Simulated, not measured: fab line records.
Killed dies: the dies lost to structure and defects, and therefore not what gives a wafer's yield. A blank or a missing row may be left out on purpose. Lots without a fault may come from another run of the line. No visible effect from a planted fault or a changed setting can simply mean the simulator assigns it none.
The same fault as seen by 2 desks | flow gf180mcu | each desk holds nothing but its own numbers, with what lay behind them at the end

THE METROLOGY DESK
Lot by lot, what the gauges showed, no matter which tool ran the lot: averages of those sampled wafers that carry a number. Any lot whose mean is over 4 standard deviations away from the usual mean is out of limits and marked OUT; that distance is given in the brackets.
Columns: A = PSD_RS at GF_PSD_RS_MEAS_15, usual 108.55 ohm/sq; B = SAB_CVD_00_THK at GF_SAB_THK_MEAS_01, usual 50.0 nm; C = cdNm at GF_SAB_CD_MEAS_09, usual 420.9 nm; D = SAB_OVL at GF_SAB_OVL_MEAS_10, usual 1.5 nm
lot  | first seen here | A      | B    | C     | D
L529 | day 17 02:29    | 108.41 | 49.9 | 422.8 | 2.7
L531 | day 17 22:11    | 108.49 | 50.2 | 421.1 | 0.0
L532 | day 18 05:03    | 108.63 | 49.7 | 424.0 | 1.4
L541 | day 21 05:19    | 108.43 | 50.7 | 419.6 | 0.5
L542 | day 21 22:49    | 109.08 | 50.3 | 421.0 | 0.9
L543 | day 22 00:40    | 108.78 | 49.8 | 418.2 | 0.9
This desk's finding: nothing out of limits on any of the 6 lots.

AT THE TOOL OWNER'S DESK: rieDiel-04
The tool's own readings at GF_SAB_ETCH_11 (etches SiO2 in C4F8/O2/Ar, target depth 55 nm, time 8.5 s): means of the sampled wafers that have a number, for each lot that ran on this tool. Any lot whose mean is over 4 standard deviations away from the usual mean is out of limits and marked OUT; that distance is given in the brackets.
Columns: A = oesProductAu at GF_SAB_ETCH_11, usual 0.996 a.u.
lot  | first seen here | A
L529 | day 18 01:36    | 0.977
L531 | day 18 22:24    | 0.977
L532 | day 19 04:41    | 0.993
L542 | day 22 22:30    | 0.987
This desk's finding: nothing out of limits on any of the 4 lots.

BROUGHT TOGETHER
The metrology desk saw nothing out of limits.
The desk of the tool owner found nothing out of limits.

WHAT THE SIMULATOR HAD PUT IN
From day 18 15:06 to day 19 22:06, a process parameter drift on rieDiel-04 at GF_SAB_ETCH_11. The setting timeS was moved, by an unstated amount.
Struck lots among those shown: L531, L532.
